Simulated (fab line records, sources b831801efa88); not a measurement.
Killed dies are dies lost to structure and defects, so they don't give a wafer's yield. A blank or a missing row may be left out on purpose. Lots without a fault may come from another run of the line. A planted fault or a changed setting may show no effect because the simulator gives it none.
One fault seen from 2 desks | flow gf180mcu | each desk has only its own numbers; what lay behind them comes last

THE METROLOGY DESK
What the gauges read, lot by lot, whatever tool the lot ran on: means of the sampled wafers that have a number. A lot is out of limits, marked OUT, if its mean lies more than 4 standard deviations from the usual mean; the brackets give that distance.
Columns: A = POLY_GATE_CVD_00_THK at GF_POLY_GATE_THK_MEAS_01, usual 201.1 nm; B = cd_nm at GF_POLY_GATE_CD_MEAS_10, usual 279.1 nm
lot  | first seen here | A     | B
L489 | day 8 17:41     | 206.3 | 279.4
L495 | day 10 08:34    | 203.7 | 277.4
L501 | day 12 03:52    | 198.7 | -
L502 | day 12 12:54    | 198.9 | -
L510 | day 14 23:18    | 201.4 | 278.9
L511 | day 15 08:24    | 202.0 | 280.1
This desk's finding: nothing out of limits on any of the 6 lots.

THE TOOL OWNER'S DESK: litho_track-02
The tool's own readings at GF_POLY_GATE_DEVELOP_09 (develop time 60 s): means of the sampled wafers that have a number, for each lot that ran on this tool. A lot is out of limits, marked OUT, if its mean lies more than 4 standard deviations from the usual mean; the brackets give that distance.
Columns: A = chill_plate_temp_C at GF_POLY_GATE_DEVELOP_09, usual 23.01 C; B = exhaust_pa at GF_POLY_GATE_DEVELOP_09, usual 45.0 Pa
lot  | first seen here | A     | B
L495 | day 11 02:17    | 22.96 | 46.0
L511 | day 16 05:38    | 22.98 | 44.2
This desk's finding: nothing out of limits on any of the 2 lots.

PUT TOGETHER
The metrology desk saw nothing out of limits.
The tool owner's desk saw nothing out of limits.

WHAT THE SIMULATOR HAD PUT IN
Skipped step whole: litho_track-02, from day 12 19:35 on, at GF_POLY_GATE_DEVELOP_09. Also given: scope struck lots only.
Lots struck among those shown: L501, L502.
